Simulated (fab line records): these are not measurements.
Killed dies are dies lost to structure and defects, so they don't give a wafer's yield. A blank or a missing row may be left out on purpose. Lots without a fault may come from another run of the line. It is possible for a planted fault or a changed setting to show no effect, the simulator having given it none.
A single fault, viewed from 2 desks / flow sky130 / only its own numbers are on each desk; what lay behind them is given at the end

## TOOL OWNER'S DESK, plasmaAsher-03
The tool's own readings at SKY_DNWELL_STRIP_08 (strips in O2/N2): means of the sampled wafers that have a number, for each lot that ran on this tool. Marked OUT: a lot whose mean sits more than 4 standard deviations from the usual mean, which makes it out of limits; the brackets give that distance.
Columns: A = drypumpMotorCurrentA at SKY_DNWELL_STRIP_08, usual 5.9 A; B = oesProductAu at SKY_DNWELL_STRIP_08, usual 0.722 a.u.; C = stripTimeToEndpointS at SKY_DNWELL_STRIP_08, usual 37.00 s
lot=L110; first seen here=day 3 10:23; A=5.9; B=0.722; C=36.97
lot=L114; first seen here=day 4 07:03; A=5.6; B=0.725; C=36.89
lot=L115; first seen here=day 4 15:32; A=5.9; B=0.723; C=37.00
lot=L128; first seen here=day 7 10:14; A=5.6; B=0.725; C=36.89
lot=L129; first seen here=day 7 16:43; A=5.9; B=0.723; C=36.92
lot=L130; first seen here=day 8 00:31; A=5.9; B=0.720; C=36.74
This desk found nothing out of limits on any of the 6 lots.

## AT THE METROLOGY DESK
Lot by lot, what the gauges showed, no matter which tool ran the lot: averages of those sampled wafers that carry a number. Marked OUT: a lot whose mean sits more than 4 standard deviations from the usual mean, which makes it out of limits; the brackets give that distance.
Columns: A = CAP2M_OVL at SKY_CAP2M_OVL_MEAS_12, usual -0.1 nm
lot=L111; first seen here=day 41 15:58; A=1.6
lot=L110; first seen here=day 41 18:14; A=-1.3
lot=L114; first seen here=day 42 05:59; A=-1.1
lot=L115; first seen here=day 42 22:07; A=0.1
lot=L117; first seen here=day 43 05:49; A=-1.6
lot=L121; first seen here=day 44 07:07; A=-0.4
lot=L125; first seen here=day 45 02:31; A=-1.4
lot=L127; first seen here=day 45 19:43; A=1.3
lot=L128; first seen here=day 46 02:37; A=1.0
lot=L129; first seen here=day 46 03:09; A=-0.7
lot=L130; first seen here=day 46 10:34; A=1.3
lot=L131; first seen here=day 46 13:11; A=-2.8
lot=L132; first seen here=day 46 22:07; A=1.3
This desk found nothing out of limits on any of the 13 lots.

## ALL TOGETHER
Nothing out of limits was seen by the tool owner's desk.
Metrology desk: nothing out of limits seen.

## WHAT THE SIMULATOR HAD PUT IN
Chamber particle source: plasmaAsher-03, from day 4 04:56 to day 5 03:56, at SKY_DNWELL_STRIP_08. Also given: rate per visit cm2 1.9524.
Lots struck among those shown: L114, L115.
